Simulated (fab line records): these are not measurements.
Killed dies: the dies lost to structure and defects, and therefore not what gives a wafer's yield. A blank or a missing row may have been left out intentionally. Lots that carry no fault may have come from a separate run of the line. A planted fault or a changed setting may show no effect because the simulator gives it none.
The same fault as seen by 2 desks | flow gf180mcu | what lay behind the numbers comes last; until then each desk has only its own

## FROM THE METROLOGY DESK
What the gauges read for every lot (on any tool): the sampled wafers with a number, averaged. The brackets show how far a lot's mean lies from the usual mean; more than 4 standard deviations puts the lot out of limits, marked OUT.
Columns: A = M4_OVL at GF_M4_OVL_MEAS_15, usual -7 nm; B = PASSIVATION_CVD_00_THK at GF_PASSIVATION_THK_MEAS_01, usual 999 nm
lot  | first seen here | A   | B
L747 | day 23 16:27    | -1  | 1009
L748 | day 23 20:30    | -10 | 999
L751 | day 25 02:33    | -6  | 982
L752 | day 25 12:06    | -1  | 995
L753 | day 25 16:01    | -4  | 979
L754 | day 25 21:31    | 0   | 1005
L755 | day 26 04:33    | -8  | 1004
L761 | day 28 19:40    | -7  | 921 (-6.0) OUT
L765 | day 29 12:04    | -3  | 901 (-7.5) OUT
L768 | day 30 05:50    | -1  | 984
L769 | day 30 15:11    | -7  | 998
L770 | day 30 21:55    | -9  | 1000
Per this desk, out of limits: L761, L765; the first was L761, day 32 21:10 (PASSIVATION_CVD_00_THK at GF_PASSIVATION_THK_MEAS_01). In limits: L747, L748, L751, L752, L753, L754, L755, L768, L769, L770.

## AT THE TOOL OWNER'S DESK: pecvd-01
The tool's own readings at GF_PASSIVATION_CVD_00 (deposits SiO2 from TEOS, target thk 1000 nm, time 111.95 s): means of the sampled wafers that have a number, for each lot that ran on this tool. The brackets show how far a lot's mean lies from the usual mean; more than 4 standard deviations puts the lot out of limits, marked OUT.
Columns: A = heater-power-outer-w at GF_PASSIVATION_CVD_00, usual 339 W; B = heater-power-w at GF_PASSIVATION_CVD_00, usual 604 W; C = susceptor-temp-C at GF_PASSIVATION_CVD_00, usual 399.99 C
lot  | first seen here | A   | B   | C
L751 | day 29 15:37    | 330 | 631 | 399.78
L752 | day 29 22:44    | 312 | 519 | 400.18
L753 | day 30 02:26    | 335 | 531 | 400.08
L754 | day 30 08:01    | 355 | 607 | 400.05
L755 | day 30 14:10    | 326 | 558 | 400.10
L761 | day 32 21:06    | 331 | 585 | 399.85
L765 | day 33 10:52    | 302 | 540 | 399.87
This desk's verdict: no lot among the 7 shows anything out of limits.

## ALL TOGETHER
Metrology desk: alarm possible at day 32 21:10 on L761, L765.
The tool owner's desk saw nothing out of limits.
The tool owner's desk has L761, L765 on record, within its limits.
On pecvd-01, each named lot ran GF_PASSIVATION_CVD_00.

## WHAT THE SIMULATOR HAD PUT IN
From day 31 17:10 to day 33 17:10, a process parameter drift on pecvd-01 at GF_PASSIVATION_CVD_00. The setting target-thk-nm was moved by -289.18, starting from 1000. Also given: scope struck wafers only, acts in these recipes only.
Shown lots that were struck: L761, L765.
Per desk, hours elapsed from the start of the fault to the first reading out of limits: for the metrology desk, 28.
